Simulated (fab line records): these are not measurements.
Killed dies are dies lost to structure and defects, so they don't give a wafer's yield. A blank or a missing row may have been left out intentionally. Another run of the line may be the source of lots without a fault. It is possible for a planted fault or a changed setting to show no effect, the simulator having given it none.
fab line records | flow sky130
record lots=6 wafers=18 lastDay=50
route steps=708 shown LDD_HVN@274 LDD_HVP@278
lots that met no fault: from a run of the same line without faults
startH: hours from the record's opening day to when the first of the lot's shown wafers began | waitH: hours from the lot's prior step to this one | " same as the row above | L1.1+2: a row that stands for several wafers | - value missing, or start not given | * or withheld: withheld | < > ~ a bound
route shown NAME@n: names a module that has steps shown in the file, with the first one's number in the route | usual: the fault-free wafers' mean and standard deviation | same: alike in all rows | chamber/n: place in a boat | sites: the reading at each site | _std_site: standard deviation across them | _edge_site: inner sites' mean taken away from outer sites' mean | radiusMm: how far each site lies from the wafer's centre | mask NAME#n: copy n | behind: the most recent tool/chamber to have shaped the wafer | hold: reason for holding the lot/hours on hold/outcome of the hold | device: transistor that didn't switch, given as n, p or np | end of line: the same wafers' tests at the end of the route | a step given without rows: its recipe and nothing more | killed: not the wafer's yield, but the dies lost to structure and defects at the first sort | map: a wafer's dies, x killed, . not, _ none there
set.NAME: the run value of the setting; set.NAME@STEP: its run value at that earlier step | model.NAME: the simulator's own value behind a step, which no gauge read
lots at selected steps of the route; one table per step, one row per wafer
services: when a tool's chamber went out of use (startH, in hours from the record's first day, below 0 if earlier), for how many hours, and the reason
## steps
# step SKY_LDD_HVN_OVL_MEAS_07
# usual LDD_HVN_OVL=-0.7/1.7
# columns lot.wafer tool chamber startH waitH LDD_HVN_OVL[nm]
L954.2 overlay-01 - 502.14 0.1 -0.7
L954.3 " - " " -0.6
L954.4 " - " " -0.2
L955.2 overlay-02 - 507.50 0.1 -2.2
L955.5 " - " " -2.8
L955.6 " - " " -3.5
L956.1 overlay-01 - 520.33 0.1 -1.6
L956.2 " - " " -2.4
L956.6 " - " " -2.6
L965.1 overlay-01 - 603.07 0.1 -1.7
L965.3 " - " " -0.7
L965.5 " - " " -2.1
L970.1 overlay-02 - 649.83 0.1 -2.5
L970.2 " - " " -1.5
L970.3 " - " " -3.0
L973.2 overlay-01 - 656.33 0.1 -0.4
L973.3 " - " " 2.3
L973.6 " - " " 2.5
# step SKY_LDD_HVN_IMPLANT_08
# recipe species=P energyKev=60 doseCm2=3.054e+13 tiltDeg=40
# step SKY_LDD_HVN_STRIP_09
# recipe chemistry=O2/N2 powerW=1400 pressureMtorr=1500 platenTempC=withheld o2FlowSccm=3000 n2FlowSccm=300 overashFraction=0.5
# usual drypumpMotorCurrentA=5.9/0.31 o2FlowSccm=3000/9.4 oesProductAu=0.409/0.0047 stripTimeToEndpointS=4.149/0.016
# columns lot.wafer tool chamber startH waitH drypumpMotorCurrentA o2FlowSccm oesProductAu rfHoursCounterH stripTimeToEndpointS
L954.2 plasmaAsher-03 1 502.32 0.1 6.0 3016 0.403 68 4.155
L954.3 " 0 " " 6.4 3004 0.404 - 4.162
L954.4 " 1 " " 6.0 3017 0.408 - 4.172
L955.2 plasmaAsher-03 1 507.68 0.1 6.0 2989 0.416 68 4.168
L955.5 " 1 " " 6.0 2996 0.408 - 4.164
L955.6 " 0 " " 6.4 2978 0.408 - 4.168
L956.1 plasmaAsher-02 1 520.52 0.1 5.7 3016 0.408 40 4.140
L956.2 " 0 " " 5.6 2990 0.408 40 4.173
L956.6 " 0 " " 5.6 2982 0.415 - 4.147
L965.1 plasmaAsher-03 0 603.26 0.1 6.4 3007 0.407 78 4.163
L965.3 " 1 " " 6.0 3002 0.410 - 4.155
L965.5 " 0 " " 6.4 3008 0.406 - 4.125
L970.1 plasmaAsher-02 0 650.02 0.1 5.6 2991 0.416 52 4.166
L970.2 " 1 " " 5.7 3003 0.409 52 4.149
L970.3 " 0 " " 5.6 2992 0.413 - 4.158
L973.2 plasmaAsher-03 1 656.51 0.1 6.0 3004 0.415 83 4.180
L973.3 " 1 " " 6.0 2999 0.409 - 4.157
L973.6 " 1 " " 6.0 3011 0.408 - 4.175
# step SKY_LDD_HVN_TW_MEAS_10
# usual LDD_HVN_TW=1460/11
# columns lot.wafer tool chamber startH waitH LDD_HVN_TW
L954.2 filmMetro-03 - 502.43 0.1 1440
L954.3 " - " " 1439
L954.4 " - " " 1443
L955.2 filmMetro-02 - 507.79 0.1 1467
L955.5 " - " " 1476
L955.6 " - " " 1472
L956.1 filmMetro-01 - 520.62 0.1 1460
L956.2 " - " " 1463
L956.6 " - " " 1454
L965.1 filmMetro-03 - 603.36 0.1 1446
L965.3 " - " " 1447
L965.5 " - " " 1443
L970.1 filmMetro-01 - 650.12 0.1 1468
L970.2 " - " " 1462
L970.3 " - " " 1467
L973.2 filmMetro-03 - 656.62 0.1 1451
L973.3 " - " " 1443
L973.6 " - " " 1450
# step SKY_LDD_HVP_DEHYDRATE_00
# recipe tempC=200 timeS=60
# step SKY_LDD_HVP_HMDS_01
# recipe primeTimeS=60 primeTempC=120
# step SKY_LDD_HVP_COAT_02
# recipe resist=NOVOLAK spinRpm=3000 resistThkNm=300
# step SKY_LDD_HVP_SOFTBAKE_03
# recipe tempC=90 timeS=60 resist=NOVOLAK
# step SKY_LDD_HVP_EXPOSE_04
# recipe maskId=HVPTM na=0.6 sourceShape=conventional sigmaOuter=0.6 polarization=unpolarized targetCdNm=700 doseMj=86
# step SKY_LDD_HVP_PEB_05
# recipe tempC=withheld timeS=* resist=NOVOLAK
# step SKY_LDD_HVP_DEVELOP_06
# recipe resist=NOVOLAK developer=TMAH developTimeS=60 devTempC=23
# step SKY_LDD_HVP_OVL_MEAS_07
# usual LDD_HVP_OVL=0.6/1.4
# columns lot.wafer tool chamber startH waitH LDD_HVP_OVL[nm]
L954.2 overlay-02 - 532.19 0.1 1.8
L954.3 " - " " 0.2
L954.4 " - " " 0.6
L955.2 overlay-01 - 538.10 0.1 1.8
L955.5 " - " " 2.4
L955.6 " - " " 1.4
L956.1 overlay-01 - 550.54 0.1 0.3
L956.2 " - " " -0.8
L956.6 " - " " -0.8
L965.1 overlay-02 - 632.48 0.1 -0.4
L965.3 " - " " -0.4
L965.5 " - " " -1.8
L970.1 overlay-01 - 677.58 0.1 2.9
L970.2 " - " " 3.6
L970.3 " - " " 0.8
L973.2 overlay-02 - 685.19 0.1 -0.4
L973.3 " - " " 2.2
L973.6 " - " " -1.3
# step SKY_LDD_HVP_IMPLANT_08
# recipe species=B energyKev=20 doseCm2=1.7e+13 tiltDeg=17.9
# usual beamEnergyKeV=19.999/0.0056 beamOnS=9.99/0.23 doseIonsCm2=1.7001e+13/1.9e+10
# columns lot.wafer tool chamber startH waitH beamEnergyKeV beamOnS doseIonsCm2
L954.2 implanter-03 0 532.24 0.0 19.997 9.79 1.6992e+13
L954.3 " 0 " " 19.988 9.74 1.7024e+13
L954.4 " 0 " " 20.000 10.00 1.6999e+13
L955.2 implanter-01 - 538.15 0.0 - - -
L955.5 " - " " - - -
L955.6 " - " " - - -
L956.1 implanter-04 - 550.58 0.0 - - -
L956.2 " - " " - - -
L956.6 " - " " - - -
L965.1 implanter-04 0 632.52 0.0 20.000 9.98 1.7029e+13
L965.3 " 0 " " 20.003 9.62 1.7018e+13
L965.5 " 0 " " 19.995 9.82 1.7025e+13
L970.1 implanter-04 0 677.62 0.0 19.998 9.94 1.7032e+13
L970.2 " 0 " " 19.991 10.12 1.7011e+13
L970.3 " 0 " " 19.989 9.86 1.7015e+13
L973.2 implanter-04 0 685.24 0.0 20.002 10.05 1.6979e+13
L973.3 " 0 " " 20.004 9.91 1.699e+13
L973.6 " 0 " " 20.004 10.07 1.6992e+13
# step SKY_LDD_HVP_STRIP_09
# recipe chemistry=O2/N2 powerW=1400 pressureMtorr=1500 platenTempC=withheld o2FlowSccm=3000 n2FlowSccm=300 overashFraction=0.5
# usual drypumpMotorCurrentA=6.06/0.27 o2FlowSccm=3000/8.5 oesProductAu=0.408/0.005 stripTimeToEndpointS=4.138/0.013
# columns lot.wafer tool chamber startH waitH drypumpMotorCurrentA o2FlowSccm oesProductAu rfHoursCounterH stripTimeToEndpointS
L954.2 plasmaAsher-04 0 532.37 0.1 6.21 2992 0.404 10 4.132
L954.3 " 1 " " 5.97 2999 0.413 - 4.144
L954.4 " 0 " " 6.26 3002 0.408 - 4.121
L955.2 plasmaAsher-03 0 538.28 0.1 6.39 3004 0.411 71 4.132
L955.5 " 0 " " 6.40 3001 0.413 - 4.139
L955.6 " 1 " " 6.03 3003 0.414 - 4.151
L956.1 plasmaAsher-02 1 550.73 0.1 5.72 2997 0.407 43 4.145
L956.2 " 0 " " 5.61 2983 0.409 43 4.113
L956.6 " 0 " " 5.60 2978 0.407 - 4.099
L965.1 plasmaAsher-04 0 632.67 0.1 6.29 2999 0.408 20 4.106
L965.3 " 0 " " 6.26 2997 0.402 - 4.132
L965.5 " 0 " " 6.26 3001 0.411 - 4.129
L970.1 plasmaAsher-04 0 677.77 0.1 6.24 3000 0.412 24 4.140
L970.2 " 1 " " 5.97 3001 0.407 24 4.158
L970.3 " 0 " " 6.22 3003 0.404 - 4.152
L973.2 plasmaAsher-03 0 685.37 0.1 6.47 2996 0.404 86 4.126
L973.3 " 1 " " 6.02 2987 0.408 - 4.136
L973.6 " 1 " " 6.02 2994 0.406 - 4.161
# step SKY_LDD_HVP_TW_MEAS_10
# usual LDD_HVP_TW=458/4.6
# columns lot.wafer tool chamber startH waitH LDD_HVP_TW
L954.2 filmMetro-03 - 532.53 0.1 456
L954.3 " - " " 456
L954.4 " - " " 456
L955.2 filmMetro-04 - 538.39 0.1 30
L955.5 " - " " 30
L955.6 " - " " 30
L956.1 filmMetro-04 - 550.83 0.1 30
L956.2 " - " " 30
L956.6 " - " " 30
L965.1 filmMetro-04 - 632.77 0.1 455
L965.3 " - " " 455
L965.5 " - " " 457
L970.1 filmMetro-04 - 677.87 0.1 458
L970.2 " - " " 459
L970.3 " - " " 456
L973.2 filmMetro-03 - 685.48 0.1 459
L973.3 " - " " 458
L973.6 " - " " 457
## services
# columns tool chamber startH hours kind
implanter-04 - 480.74 5.0 pm
implanter-03 - 483.65 1.6 repair
implanter-03 - 510.64 2.6 repair
implanter-01 - 561.32 99.3 pm
plasmaAsher-03 - 585.81 2.8 pm
implanter-04 - 591.83 3.2 pm
plasmaAsher-02 - 594.94 8.6 repair
implanter-03 - 613.24 1.7 repair
implanter-03 - 613.55 2.7 repair
plasmaAsher-02 - 621.73 4.0 pm
implanter-03 - 649.15 2.9 repair
implanter-01 - 667.39 4.9 repair
implanter-01 - 668.46 0.7 repair
## key
firstSign step=SKY_LDD_HVP_IMPLANT_08 reading=toolRecord direction=missing
effect step=SKY_LDD_HVP_TW_MEAS_10 reading=LDD_HVP_TW direction=down sigmas=92 usual=458 struck=30
metAt SKY_LDD_HVP_IMPLANT_08
struckWafers L955.2,L955.5,L955.6,L956.1,L956.2,L956.6
laterRowsLeftOut L955.2,L955.5,L955.6,L956.1,L956.2,L956.6
sortLeftOut L955.2,L955.5,L955.6,L956.1,L956.2,L956.6
testerLeftOut L955,L956
fault kind=skippedStepWhole tool=implanter-01,implanter-04 chamber=- onsetH=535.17 steps=SKY_LDD_HVP_IMPLANT_08 scope=struckLotsOnly
# testerLeftOut: of these lots the tester's yield and bins aren't shown, on N5 and GAA mostly nor the transistor test; their killed dies are dies lost to structure and defects alone, not to doping, threshold or leakage, so they don't give the yield
# sortLeftOut: the simulated sort isn't trusted on such a fault, so these wafers' sort isn't shown, and their yield isn't known
# laterRowsLeftOut: the simulator's readings of these wafers behind a module that went badly wrong aren't trusted and aren't shown, but for the sort
